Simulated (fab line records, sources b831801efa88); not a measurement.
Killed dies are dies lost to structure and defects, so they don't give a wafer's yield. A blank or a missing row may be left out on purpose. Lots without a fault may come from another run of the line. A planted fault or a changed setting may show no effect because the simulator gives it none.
Which tool did it? | flow gf180mcu | 14 lots, 42 wafers sampled, at 3 steps of a route of 602

WHAT THE GAUGES READ, wafer by wafer
GF_SAB_CD_MEAS_09: target cd 420 nm.
lot  | measured     | on        | cd_nm (nm)
L705 | day 15 10:10 | cd_sem-01 | 419.5 419.0 418.3
L706 | day 15 12:06 | cd_sem-01 | 416.6 419.6 419.2
L708 | day 16 11:05 | cd_sem-01 | 419.6 418.9 422.0
L707 | day 16 11:22 | cd_sem-02 | 420.6 419.7 419.2
L709 | day 16 13:39 | cd_sem-01 | 422.3 422.4 422.7
L712 | day 17 18:44 | cd_sem-01 | 425.1 422.2 423.6
L713 | day 18 01:06 | cd_sem-01 | 426.3 426.7 428.5
L717 | day 19 08:00 | cd_sem-01 | 416.9 418.0 417.8
L719 | day 20 06:31 | cd_sem-01 | 420.9 419.5 419.0
L723 | day 21 16:19 | cd_sem-02 | 420.9 422.1 423.0
L724 | day 21 21:18 | cd_sem-01 | 420.1 420.4 417.4
L725 | day 22 07:46 | cd_sem-01 | 418.9 417.0 418.6
L726 | day 22 17:28 | cd_sem-02 | 420.3 417.9 418.3
L728 | day 23 07:33 | cd_sem-01 | 419.6 419.1 418.7

GF_CONTACT_THK_MEAS_01.
lot  | measured     | on            | CONTACT_CVD_00_THK (nm)
L705 | day 15 11:14 | film_metro-02 | 300.6 295.5 304.0
L706 | day 15 13:10 | film_metro-01 | 300.4 298.5 298.2
L708 | day 16 12:10 | film_metro-01 | 301.0 297.5 298.7
L707 | day 16 12:26 | film_metro-02 | 303.6 302.7 300.0
L709 | day 16 14:43 | film_metro-02 | 304.7 300.5 302.6
L712 | day 17 19:55 | film_metro-01 | 302.6 299.2 303.7
L713 | day 18 02:08 | film_metro-01 | 303.7 302.5 303.1
L717 | day 19 09:05 | film_metro-01 | 302.3 297.7 298.5
L719 | day 20 07:35 | film_metro-01 | 298.5 300.5 302.4
L723 | day 21 17:23 | film_metro-02 | 301.6 300.1 301.2
L724 | day 21 22:22 | film_metro-01 | 303.8 304.4 300.5
L725 | day 22 08:50 | film_metro-02 | 306.9 305.3 302.6
L726 | day 22 18:37 | film_metro-04 | 300.5 302.2 302.7
L728 | day 23 08:38 | film_metro-02 | 300.6 303.7 307.3

WHICH TOOL RAN EACH LOT (tool, then ch and the chambers of the sampled wafers, then the start)
lot  | GF_SAB_DEVELOP_08
L705 | litho_track-04 ch 0, day 15 10:02
L706 | litho_track-04 ch 0, day 15 11:58
L708 | litho_track-02 ch 0, day 16 10:57
L707 | litho_track-02 ch 0, day 16 11:14
L709 | litho_track-04 ch 0, day 16 13:31
L712 | litho_track-04 ch 0, day 17 18:35
L713 | litho_track-04 ch 0, day 18 00:58
L717 | litho_track-02 ch 0, day 19 07:51
L719 | litho_track-01 ch 0, day 20 06:22
L723 | litho_track-02 ch 0, day 21 16:10
L724 | litho_track-04 ch 0, day 21 21:09
L725 | litho_track-04 ch 0, day 22 07:38
L726 | litho_track-02 ch 0, day 22 17:19
L728 | litho_track-04 ch 0, day 23 07:24
- GF_SAB_DEVELOP_08: develop time 60 s.

WHAT THE TOOLS THEMSELVES READ (means of the sampled wafers that have a number; where no wafer has one, the mark that the record gives instead)
GF_SAB_DEVELOP_08.
lot  | tool           | chill_plate_temp_C (C) | developer_temp_C (C)
L705 | litho_track-04 | 22.93                  | 23.04
L706 | litho_track-04 | 22.97                  | 23.01
L708 | litho_track-02 | 22.96                  | 22.78
L707 | litho_track-02 | 23.01                  | 23.08
L709 | litho_track-04 | 23.02                  | 22.96
L712 | litho_track-04 | 23.12                  | 23.95
L713 | litho_track-04 | 22.95                  | 23.98
L717 | litho_track-02 | 22.99                  | 22.91
L719 | litho_track-01 | 23.10                  | 22.94
L723 | litho_track-02 | 22.99                  | 23.01
L724 | litho_track-04 | 23.01                  | 22.97
L725 | litho_track-04 | 22.88                  | 23.02
L726 | litho_track-02 | 23.17                  | 23.01
L728 | litho_track-04 | 23.09                  | 22.83

THE ANSWER, worked out from the rows above alone
Rule: what is usual is taken from the lots themselves. Put in order of their means at a reading, lots are off if they are a third of the lots or fewer, leave a main group of 4 or more, and stand apart from it by a gap of 3 or more times the standard deviation of the main group's means; of several such gaps the widest counts. A main group whose means are all the same, to the digits that the tables above print for the reading, isn't used. A lot without any number at a reading at which 4 lots or more have one is off too. The other lots that the step has rows for count as sound. The gauges are gone through in route order, then the tools' own readings, and for those a lot's mean is taken as printed above. The first step at which some lot is off is used, and at that step the reading that is off furthest; a lot without a number counts as furthest.
Off: L712, L713, at GF_SAB_DEVELOP_08 (developer_temp_C). The main group: mean 22.96 C, standard deviation 0.084.
A tool fits if, at that step or a process step before it, it ran every lot that is off, and no sound lot after the first of them. None of those tried fits.

WHAT THE SIMULATOR HAD PUT IN
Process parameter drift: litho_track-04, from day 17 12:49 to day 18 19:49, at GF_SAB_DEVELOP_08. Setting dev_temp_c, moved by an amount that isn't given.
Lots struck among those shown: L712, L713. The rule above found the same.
